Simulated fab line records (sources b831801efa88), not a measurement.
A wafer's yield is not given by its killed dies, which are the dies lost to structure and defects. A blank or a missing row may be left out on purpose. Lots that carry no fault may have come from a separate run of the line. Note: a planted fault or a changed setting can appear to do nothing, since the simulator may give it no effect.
Tool commonality check :: flow gf180mcu :: Sampled: 10 lots, 36 wafers

WHAT PROMPTED THE OPENING
2 of 10 lots carry a flag on the reading PSD_TW at GF_PSD_TW_MEAS_11. Fault-free wafers read 3160, with a standard deviation of 20.
Rule: a lot is flagged when every wafer of it that has a number lies more than 4 standard deviations from that mean, or none has a number. The other lots count as sound.

lot: L883
measured: day 14 07:00
on: film metro-03
PSD_TW, wafer by wafer: 3165 3158 3156
flag: 

lot: L884
measured: day 14 14:59
on: film metro-04
PSD_TW, wafer by wafer: 3156 3150 3137
flag: 

lot: L886
measured: day 15 06:56
on: film metro-03
PSD_TW, wafer by wafer: 3196 3208 3211
flag: 

lot: L888
measured: day 16 03:41
on: film metro-01
PSD_TW, wafer by wafer: 3143 3130 3137
flag: 

lot: L889
measured: day 16 08:39
on: film metro-04
PSD_TW, wafer by wafer: 3167 3173 3167
flag: 

lot: L891
measured: day 17 02:48
on: film metro-01
PSD_TW, wafer by wafer: 3147 3134 3133
flag: 

lot: L892
measured: day 17 10:16
on: film metro-04
PSD_TW, wafer by wafer: 3142 3140 3149
flag: 

lot: L901
measured: day 20 23:49
on: film metro-04
PSD_TW, wafer by wafer: 3301 3305 3304 3308 3305 3287
flag: FLAGGED

lot: L903
measured: day 21 10:25
on: film metro-04
PSD_TW, wafer by wafer: 3285 3278 3275 3293 3287 3289
flag: FLAGGED

lot: L906
measured: day 22 14:06
on: film metro-04
PSD_TW, wafer by wafer: 3142 3180 3166
flag: 
On average the flagged lots' numbers are 3293, which is +133 against the usual, or +7 standard deviations.

WHICH TOOL RAN EACH LOT
The record holds 3 process steps before the reading, out of a route of 602 steps. In each cell: the tool, then ch and the chambers that the sampled wafers went through, then the start.
lot: L883
flag: 
GF_VT_IMPLANT_STRIP_09: plasma asher-03 ch 0,1, day 5 13:41
GF_PSD_IMPLANT_09: implanter-04 ch 0, day 14 06:45
GF_PSD_STRIP_10: plasma asher-01 ch 0,1, day 14 06:54

lot: L884
flag: 
GF_VT_IMPLANT_STRIP_09: plasma asher-02 ch 1, day 5 21:53
GF_PSD_IMPLANT_09: implanter-04 ch 0, day 14 14:45
GF_PSD_STRIP_10: plasma asher-02 ch 0,1, day 14 14:53

lot: L886
flag: 
GF_VT_IMPLANT_STRIP_09: plasma asher-04 ch 0,1, day 6 08:32
GF_PSD_IMPLANT_09: implanter-02 ch 0, day 15 06:41
GF_PSD_STRIP_10: plasma asher-02 ch 0,1, day 15 06:50

lot: L888
flag: 
GF_VT_IMPLANT_STRIP_09: plasma asher-03 ch 0,1, day 6 20:17
GF_PSD_IMPLANT_09: implanter-03 ch 0, day 16 03:26
GF_PSD_STRIP_10: plasma asher-03 ch 0, day 16 03:35

lot: L889
flag: 
GF_VT_IMPLANT_STRIP_09: plasma asher-02 ch 0,1, day 7 04:14
GF_PSD_IMPLANT_09: implanter-02 ch 0, day 16 08:24
GF_PSD_STRIP_10: plasma asher-01 ch 0,1, day 16 08:33

lot: L891
flag: 
GF_VT_IMPLANT_STRIP_09: plasma asher-03 ch 0, day 7 14:38
GF_PSD_IMPLANT_09: implanter-03 ch 0, day 17 02:33
GF_PSD_STRIP_10: plasma asher-01 ch 0,1, day 17 02:42

lot: L892
flag: 
GF_VT_IMPLANT_STRIP_09: plasma asher-03 ch 1, day 7 21:41
GF_PSD_IMPLANT_09: implanter-02 ch 0, day 17 10:02
GF_PSD_STRIP_10: plasma asher-03 ch 0, day 17 10:09

lot: L901
flag: FLAGGED
GF_VT_IMPLANT_STRIP_09: plasma asher-03 ch 0,1, day 10 09:31
GF_PSD_IMPLANT_09: implanter-04 ch 0, day 20 23:36
GF_PSD_STRIP_10: plasma asher-01 ch 0,1, day 20 23:44

lot: L903
flag: FLAGGED
GF_VT_IMPLANT_STRIP_09: plasma asher-02 ch 0,1, day 10 19:04
GF_PSD_IMPLANT_09: implanter-04 ch 0, day 21 10:11
GF_PSD_STRIP_10: plasma asher-03 ch 0,1, day 21 10:18

lot: L906
flag: 
GF_VT_IMPLANT_STRIP_09: plasma asher-04 ch 0,1, day 11 14:35
GF_PSD_IMPLANT_09: implanter-03 ch 0, day 22 13:51
GF_PSD_STRIP_10: plasma asher-03 ch 0,1, day 22 14:00
What these steps do:
- GF_VT_IMPLANT_STRIP_09: strips in O2/N2.
- GF_PSD_IMPLANT_09
- GF_PSD_STRIP_10: strips in O2/N2.
- GF_PSD_TW_MEAS_11

FLAGGED AGAINST TOTAL, ONE TOOL AT A TIME (gauges that did the reading follow at the end)
step: GF_VT_IMPLANT_STRIP_09
tool: plasma asher-02
lots run: 3
flagged: 1
share of the flagged lots: some
sound lots run after its first flagged lot: 0

step: GF_VT_IMPLANT_STRIP_09
tool: plasma asher-03
lots run: 5
flagged: 1
share of the flagged lots: some
sound lots run after its first flagged lot: 0

step: GF_VT_IMPLANT_STRIP_09
tool: plasma asher-04
lots run: 2
flagged: 0
share of the flagged lots: none
sound lots run after its first flagged lot: -

step: GF_PSD_IMPLANT_09
tool: implanter-02
lots run: 3
flagged: 0
share of the flagged lots: none
sound lots run after its first flagged lot: -

step: GF_PSD_IMPLANT_09
tool: implanter-03
lots run: 3
flagged: 0
share of the flagged lots: none
sound lots run after its first flagged lot: -

step: GF_PSD_IMPLANT_09
tool: implanter-04
lots run: 4
flagged: 2
share of the flagged lots: all
sound lots run after its first flagged lot: 0

step: GF_PSD_STRIP_10
tool: plasma asher-01
lots run: 4
flagged: 1
share of the flagged lots: some
sound lots run after its first flagged lot: 0

step: GF_PSD_STRIP_10
tool: plasma asher-02
lots run: 2
flagged: 0
share of the flagged lots: none
sound lots run after its first flagged lot: -

step: GF_PSD_STRIP_10
tool: plasma asher-03
lots run: 4
flagged: 1
share of the flagged lots: some
sound lots run after its first flagged lot: 1 (L906)

step: GF_PSD_TW_MEAS_11
tool: film metro-01
lots run: 2
flagged: 0
share of the flagged lots: none
sound lots run after its first flagged lot: -

step: GF_PSD_TW_MEAS_11
tool: film metro-03
lots run: 2
flagged: 0
share of the flagged lots: none
sound lots run after its first flagged lot: -

step: GF_PSD_TW_MEAS_11
tool: film metro-04
lots run: 6
flagged: 2
share of the flagged lots: all
sound lots run after its first flagged lot: 1 (L906)

WHAT IS ALLOWED BY THE TABLE
implanter-04 at GF_PSD_IMPLANT_09 and film metro-04 at GF_PSD_TW_MEAS_11 are the 2 rows of the table that ran each flagged lot.
- implanter-04 at GF_PSD_IMPLANT_09: 2 of its 4 lots flagged. A fault beginning between L884 (day 14 14:45), its last sound lot, and L901 (day 20 23:36), its first flagged one, fits the data. Its own readings (beam on s, end station pressure torr, faraday current uA) fall more than 4 standard deviations out on all wafers of the flagged lots.
- film metro-04 at GF_PSD_TW_MEAS_11: 2 of its 6 lots flagged. Lots that were sound ran on it after the first flagged one (L906); a persistent fault on the entire tool would not allow that.
Left over: one tool, implanter-04 at GF_PSD_IMPLANT_09.

WHAT THE SIMULATOR PUT IN
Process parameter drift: implanter-04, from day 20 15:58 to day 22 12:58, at GF_PSD_IMPLANT_09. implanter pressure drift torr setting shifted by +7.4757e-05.
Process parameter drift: implanter-04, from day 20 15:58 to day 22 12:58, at GF_PSD_IMPLANT_09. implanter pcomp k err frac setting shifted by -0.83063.
Lots struck among those shown: L901, L903. The rule above reached the same finding.
